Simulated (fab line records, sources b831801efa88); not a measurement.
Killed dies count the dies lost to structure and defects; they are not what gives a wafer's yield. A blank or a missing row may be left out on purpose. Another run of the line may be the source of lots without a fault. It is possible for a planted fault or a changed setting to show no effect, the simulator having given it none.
Chamber matching / flow sky130 / SKY_CAP2M_CVD_00 on pecvd-04 has 3 sister chambers
The step deposits SiO2, target thk 15.5 nm. 3 wafers are shown with their chamber, then 9 later ones without.

WAFERS, EACH WITH ITS CHAMBER
wafer=L090.1; chamber=0; heater power w (W)=620
wafer=L090.3; chamber=1; heater power w (W)=580
wafer=L090.5; chamber=2; heater power w (W)=640

WAFERS WHOSE CHAMBER IS MISSING
wafer=L094.2; heater power w (W)=714
wafer=L094.5; heater power w (W)=712
wafer=L094.6; heater power w (W)=709
wafer=L096.1; heater power w (W)=726
wafer=L096.2; heater power w (W)=560
wafer=L096.6; heater power w (W)=580
wafer=L097.1; heater power w (W)=608
wafer=L097.5; heater power w (W)=741
wafer=L097.6; heater power w (W)=608

WHICH CHAMBER EACH ONE RAN IN
wafer=L094.2; from the rows above=can't be placed: 2 or 0 or 1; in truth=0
wafer=L094.5; from the rows above=can't be placed: 2 or 0 or 1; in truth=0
wafer=L094.6; from the rows above=can't be placed: 2 or 0 or 1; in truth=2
wafer=L096.1; from the rows above=can't be placed: 2 or 0 or 1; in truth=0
wafer=L096.2; from the rows above=can't be placed: 1 or 0 or 2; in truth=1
wafer=L096.6; from the rows above=can't be placed: 1 or 0 or 2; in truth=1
wafer=L097.1; from the rows above=can't be placed: 0 or 1 or 2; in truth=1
wafer=L097.5; from the rows above=can't be placed: 2 or 0 or 1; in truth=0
wafer=L097.6; from the rows above=can't be placed: 0 or 1 or 2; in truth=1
Placed correctly: 0 of 9. Unplaceable from these rows: 9, with the true chamber sitting among the candidates in 9. Placed wrongly: 0.
How it was worked out, from the rows above alone: a wafer's distance from a chamber is the root of the sum, over the readings, of the square of ((its reading less the chamber's mean) divided by the reading's scatter). If the next closest chamber is less than 2 further off than the closest, the wafer can't be placed; otherwise it belongs to the closest. The mean given for a chamber averages the wafers shown for that chamber. The scatter: root of mean squared gap, hidden wafer to nearest shown wafer, with one shown wafer a chamber.
